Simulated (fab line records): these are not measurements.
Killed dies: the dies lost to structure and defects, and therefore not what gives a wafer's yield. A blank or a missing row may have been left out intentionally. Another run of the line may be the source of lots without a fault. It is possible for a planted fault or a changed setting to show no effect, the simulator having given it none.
Which tool did it?    flow sky130    24 lots with 72 wafers sampled at 6 steps, on a route of 708 steps

WHAT THE GAUGES SHOWED, per wafer
SKY_VT_ADJUST_LVTN_OVL_MEAS_07. Usual: VT_ADJUST_LVTN_OVL 1.1 nm, standard deviation 1.3.
lot   measured      on          VT_ADJUST_LVTN_OVL (nm)  flag
L074  day 7 04:12   overlay-02  0.9 3.0 1.5              
L075  day 7 08:42   overlay-02  2.2 2.4 2.4              
L076  day 7 13:26   overlay-02  0.5 1.4 0.9              
L077  day 7 16:44   overlay-01  0.4 0.7 -0.3             
L078  day 8 06:47   overlay-01  0.6 0.3 1.2              
L079  day 8 11:56   overlay-02  2.6 2.9 2.4              
L080  day 8 15:32   overlay-01  0.3 0.4 -0.9             
L081  day 8 20:17   overlay-01  -1.2 -1.4 -0.7           
L082  day 9 07:50   overlay-02  2.2 2.3 2.1              
L083  day 9 09:23   overlay-01  2.1 0.8 1.4              
L084  day 9 10:05   overlay-02  1.3 0.7 0.0              
L085  day 9 11:02   overlay-02  3.0 4.4 3.4              
L086  day 10 10:05  overlay-02  2.2 2.0 3.1              
L087  day 10 10:11  overlay-02  -0.4 -1.2 0.4            
L088  day 10 12:20  overlay-01  2.6 2.6 1.8              
L089  day 10 15:22  overlay-01  2.3 0.5 -0.1             
L090  day 11 10:13  overlay-01  1.0 0.2 1.0              
L091  day 11 10:42  overlay-02  2.1 2.6 2.2              
L092  day 12 04:15  overlay-01  2.7 2.5 2.7              
L093  day 12 08:29  overlay-02  2.0 1.5 2.7              
L094  day 12 10:48  overlay-01  -0.3 -1.0 -0.9           
L095  day 13 06:11  overlay-02  0.9 0.6 1.1              
L096  day 13 09:44  overlay-01  -1.8 -0.4 -1.1           
L097  day 13 15:12  overlay-01  -0.1 0.2 -0.7            

SKY_VIA2_RS_MEAS_22: the measuring method here is four-point-probe. Usual: VIA2_W_RS 0.2721 ohm/sq, standard deviation 0.0025.
lot   measured      on             VIA2_W_RS (ohm/sq)    flag
L074  day 36 10:43  film_metro-03  0.2735 0.2727 0.2742  
L075  day 36 17:40  film_metro-01  0.2729 0.2747 0.2728  
L076  day 37 12:35  film_metro-04  0.2740 0.2747 0.2755  
L077  day 37 12:06  film_metro-01  0.2690 0.2757 0.2701  
L078  day 37 23:01  film_metro-01  0.2728 0.2696 0.2702  
L079  day 38 05:46  film_metro-03  0.2743 0.2721 0.2734  
L080  day 38 10:20  film_metro-01  0.2673 0.2699 0.2683  
L081  day 38 16:07  film_metro-03  0.2717 0.2771 0.2715  
L082  day 39 11:31  film_metro-01  0.2696 0.2710 0.2673  
L083  day 39 16:01  film_metro-03  0.2751 0.2735 0.2707  
L084  day 39 14:11  film_metro-03  0.2676 0.2681 0.2707  
L085  day 39 17:46  film_metro-01  0.2705 0.2739 0.2735  
L086  day 40 13:10  film_metro-03  0.2748 0.2730 0.2746  
L087  day 40 15:45  film_metro-03  0.2690 0.2712 0.2713  
L088  day 40 20:27  film_metro-03  0.2762 0.2713 0.2750  
L089  day 40 22:16  film_metro-04  0.2717 0.2717 0.2710  
L090  day 41 13:57  film_metro-01  0.2704 0.2725 0.2687  
L091  day 41 14:33  film_metro-03  0.2748 0.2764 0.2738  
L092  day 42 06:59  film_metro-01  0.2711 0.2705 0.2681  
L093  day 42 10:33  film_metro-01  0.2749 0.2736 0.2756  
L094  day 42 13:38  film_metro-01  0.2696 0.2735 0.2690  
L095  day 43 07:08  film_metro-04  0.2690 0.2722 0.2756  
L096  day 43 13:29  film_metro-03  0.2712 0.2693 0.2732  
L097  day 43 21:36  film_metro-04  0.2722 0.2723 0.2749  

SKY_PASSIVATION_THK_MEAS_01. Usual: PASSIVATION_CVD_00_THK 90.3 nm, standard deviation 1.1.
lot   measured      on             PASSIVATION_CVD_00_THK (nm)  flag
L074  day 44 02:56  film_metro-03  92.0 90.5 90.1               
L075  day 44 10:13  film_metro-04  91.2 92.2 92.5               
L076  day 45 01:39  film_metro-03  88.4 89.5 91.2               
L077  day 45 01:21  film_metro-02  89.0 88.5 91.2               
L078  day 45 09:46  film_metro-03  90.3 91.9 92.4               
L079  day 45 14:11  film_metro-02  89.6 89.3 90.5               
L080  day 45 17:53  film_metro-03  89.8 91.5 90.8               
L081  day 46 00:50  film_metro-04  90.8 91.8 89.4               
L082  day 46 16:22  film_metro-03  89.8 91.4 90.8               
L083  day 46 20:40  film_metro-04  89.2 90.9 90.4               
L084  day 46 19:34  film_metro-04  90.8 91.3 93.1               
L085  day 46 22:28  film_metro-02  90.6 91.8 90.8               
L086  day 47 12:41  film_metro-02  90.5 91.0 91.6               
L087  day 47 15:44  film_metro-03  89.8 90.9 89.9               
L088  day 47 20:05  film_metro-04  89.2 88.7 90.2               
L089  day 47 21:09  film_metro-02  91.4 91.0 91.5               
L090  day 48 06:55  film_metro-03  90.3 89.8 90.3               
L091  day 48 08:05  film_metro-03  90.6 90.0 92.5               
L092  day 48 22:44  film_metro-02  89.1 90.9 90.6               
L093  day 49 01:36  film_metro-04  89.9 89.0 91.7               
L094  day 49 03:16  film_metro-02  87.9 88.8 89.7               
L095  day 49 17:22  film_metro-03  88.2 89.3 89.4               
L096  day 49 20:55  film_metro-03  91.6 90.4 90.4               
L097  day 50 01:55  film_metro-03  89.6 88.3 90.9               

TOOL THAT RAN EACH LOT (tool first, then ch and the chambers of the sampled wafers, then the start)
lot   SKY_CONTACT_ETCH_16                 SKY_METAL2_SPUTTER_04         SKY_METAL3_SPUTTER_00
L074  rie_diel-04 ch 0,2,3, day 31 15:26  pvd_sputter-03, day 34 02:19  pvd_sputter-01, day 36 11:08
L075  rie_diel-02 ch 0,1,2, day 32 00:26  pvd_sputter-04, day 34 10:31  pvd_sputter-04, day 36 18:05
L076  rie_diel-02 ch 0,1, day 32 18:56    pvd_sputter-02, day 35 05:07  pvd_sputter-01, day 37 13:04
L077  rie_diel-02 ch 0,2,3, day 32 17:59  pvd_sputter-03, day 35 04:39  pvd_sputter-04, day 37 12:35
L078  rie_diel-02 ch 0,1,2, day 33 05:52  pvd_sputter-03, day 35 15:53  pvd_sputter-04, day 37 23:28
L079  rie_diel-04 ch 0,1,3, day 33 13:44  pvd_sputter-03, day 35 22:42  pvd_sputter-01, day 38 06:14
L080  rie_diel-04 ch 1,2,3, day 33 16:55  pvd_sputter-04, day 36 03:08  pvd_sputter-03, day 38 10:49
L081  rie_diel-02 ch 0,1,2, day 34 00:02  pvd_sputter-03, day 36 09:56  pvd_sputter-04, day 38 16:34
L082  rie_diel-02 ch 1,2, day 34 19:38    pvd_sputter-04, day 37 05:27  pvd_sputter-01, day 39 11:57
L083  rie_diel-02 ch 0,3, day 34 23:20    pvd_sputter-03, day 37 08:53  pvd_sputter-01, day 39 16:29
L084  rie_diel-01 ch 0,2, day 34 22:05    pvd_sputter-04, day 37 07:38  pvd_sputter-03, day 39 14:39
L085  rie_diel-02 ch 1,3, day 35 01:53    pvd_sputter-04, day 37 11:21  pvd_sputter-01, day 39 18:14
L086  rie_diel-01 ch 1,2, day 35 22:25    pvd_sputter-02, day 38 06:58  pvd_sputter-04, day 40 13:37
L087  rie_diel-02 ch 0,1, day 36 00:14    pvd_sputter-04, day 38 09:43  pvd_sputter-04, day 40 16:11
L088  rie_diel-02 ch 0,1,3, day 36 06:16  pvd_sputter-04, day 38 14:16  pvd_sputter-01, day 40 20:56
L089  rie_diel-02 ch 1,2,3, day 36 09:08  pvd_sputter-03, day 38 17:44  pvd_sputter-01, day 40 22:41
L090  rie_diel-04 ch 0,2,3, day 37 01:31  pvd_sputter-02, day 39 08:41  pvd_sputter-04, day 41 14:23
L091  rie_diel-01 ch 1,2,3, day 37 01:52  pvd_sputter-03, day 39 09:17  pvd_sputter-03, day 41 15:02
L092  rie_diel-04 ch 1,2,3, day 37 19:05  pvd_sputter-03, day 40 03:04  pvd_sputter-03, day 42 07:28
L093  rie_diel-02 ch 1,3, day 37 23:14    pvd_sputter-04, day 40 06:17  pvd_sputter-04, day 42 11:02
L094  rie_diel-01 ch 0,2,3, day 38 01:43  pvd_sputter-03, day 40 09:13  pvd_sputter-04, day 42 14:07
L095  rie_diel-01 ch 0,1,3, day 38 20:31  pvd_sputter-04, day 41 03:28  pvd_sputter-03, day 43 07:37
L096  rie_diel-01 ch 1,2,3, day 39 04:17  pvd_sputter-04, day 41 10:10  pvd_sputter-04, day 43 13:57
L097  rie_diel-02 ch 0,1,3, day 39 12:19  pvd_sputter-03, day 41 18:49  pvd_sputter-03, day 43 22:05
- SKY_CONTACT_ETCH_16: etches BARC in N2/H2, stops on SiO2, time 45.9 s, target depth 60 nm.
- SKY_METAL2_SPUTTER_04: material TiN, target thk 70 nm, time 58.3 s.
- SKY_METAL3_SPUTTER_00: material Ti, target thk 15 nm, time 10 s.

WHAT THE TOOLS THEMSELVES READ (means of the sampled wafers that have a number; where no wafer has one, the mark that the record gives instead)
SKY_CONTACT_ETCH_16. Usual: drypump_motor_current_A 5.6 A, standard deviation 0.4; h2_flow_sccm 199.9 sccm, standard deviation 0.64; oes_product_au 0.855 a.u., standard deviation 0.0049; throttle_valve_pct 13.224 %, standard deviation 0.0091.
lot   tool         drypump_motor_current_A (A)  h2_flow_sccm (sccm)  oes_product_au (a.u.)  throttle_valve_pct (%)  flag
L074  rie_diel-04  6.0                          200.1                0.854                  13.227                  
L075  rie_diel-02  5.5                          200.8                0.854                  13.220                  
L076  rie_diel-02  5.7                          199.6                0.857                  13.226                  
L077  rie_diel-02  5.3                          199.1                0.858                  13.219                  
L078  rie_diel-02  5.5                          199.7                0.855                  13.225                  
L079  rie_diel-04  5.6                          199.7                0.853                  13.219                  
L080  rie_diel-04  5.6                          199.6                0.855                  13.224                  
L081  rie_diel-02  5.5                          199.3                0.852                  13.216                  
L082  rie_diel-02  5.8                          200.2                0.855                  13.228                  
L083  rie_diel-02  5.3                          199.8                0.852                  13.226                  
L084  rie_diel-01  5.8                          199.3                0.857                  13.218                  
L085  rie_diel-02  5.9                          199.6                0.855                  13.233                  
L086  rie_diel-01  5.6                          199.9                0.853                  13.213                  
L087  rie_diel-02  5.4                          200.2                0.854                  13.225                  
L088  rie_diel-02  5.6                          199.6                0.855                  13.223                  
L089  rie_diel-02  5.6                          200.3                0.855                  13.224                  
L090  rie_diel-04  6.0                          199.8                0.854                  13.220                  
L091  rie_diel-01  5.6                          199.7                0.856                  13.223                  
L092  rie_diel-04  5.6                          199.9                0.853                  13.228                  
L093  rie_diel-02  5.7                          199.6                0.852                  13.230                  
L094  rie_diel-01  5.9                          199.7                0.859                  13.227                  
L095  rie_diel-01  5.6                          200.0                0.853                  13.224                  
L096  rie_diel-01  5.6                          200.5                0.857                  13.224                  
L097  rie_diel-02  5.5                          200.0                0.854                  13.222                  

SKY_METAL2_SPUTTER_04. Usual: throttle_valve_pct at 29.9 %, with a standard deviation of 0.87.
lot   tool            throttle_valve_pct (%)  flag
L074  pvd_sputter-03  30.5                    
L075  pvd_sputter-04  29.5                    
L076  pvd_sputter-02  30.1                    
L077  pvd_sputter-03  29.9                    
L078  pvd_sputter-03  30.3                    
L079  pvd_sputter-03  30.1                    
L080  pvd_sputter-04  29.4                    
L081  pvd_sputter-03  30.9                    
L082  pvd_sputter-04  29.3                    
L083  pvd_sputter-03  30.0                    
L084  pvd_sputter-04  29.9                    
L085  pvd_sputter-04  29.8                    
L086  pvd_sputter-02  30.5                    
L087  pvd_sputter-04  30.1                    
L088  pvd_sputter-04  30.3                    
L089  pvd_sputter-03  30.1                    
L090  pvd_sputter-02  30.1                    
L091  pvd_sputter-03  30.5                    
L092  pvd_sputter-03  30.7                    
L093  pvd_sputter-04  29.9                    
L094  pvd_sputter-03  29.2                    
L095  pvd_sputter-04  29.5                    
L096  pvd_sputter-04  29.2                    
L097  pvd_sputter-03  29.7                    

SKY_METAL3_SPUTTER_00. Usual: throttle_valve_pct at 29.9 %, with a standard deviation of 0.69.
lot   tool            throttle_valve_pct (%)  flag
L074  pvd_sputter-01  30.1                    
L075  pvd_sputter-04  29.8                    
L076  pvd_sputter-01  30.2                    
L077  pvd_sputter-04  29.8                    
L078  pvd_sputter-04  29.8                    
L079  pvd_sputter-01  30.0                    
L080  pvd_sputter-03  30.5                    
L081  pvd_sputter-04  29.7                    
L082  pvd_sputter-01  29.7                    
L083  pvd_sputter-01  30.3                    
L084  pvd_sputter-03  30.2                    
L085  pvd_sputter-01  30.1                    
L086  pvd_sputter-04  29.6                    
L087  pvd_sputter-04  29.8                    
L088  pvd_sputter-01  29.8                    
L089  pvd_sputter-01  29.6                    
L090  pvd_sputter-04  29.2                    
L091  pvd_sputter-03  29.9                    
L092  pvd_sputter-03  30.7                    
L093  pvd_sputter-04  29.9                    
L094  pvd_sputter-04  30.2                    
L095  pvd_sputter-03  29.4                    
L096  pvd_sputter-04  29.3                    
L097  pvd_sputter-03  30.2                    

THE ANSWER, worked out from the rows above alone
Rule: a lot is off if the mean of its wafers that have a number lies more than 3 standard deviations from the usual mean. A lot without any number at a reading at which 4 lots or more have one is off too. The other lots that the step has rows for count as sound. First the gauges in route order, then the tools' own readings, where a lot's mean is used as printed above. The first step at which some lot is off is used, and at that step the reading that is off furthest; a lot without a number counts as furthest.
No lot is off at any reading shown: from this, nothing can be told.

WHAT THE SIMULATOR PUT IN
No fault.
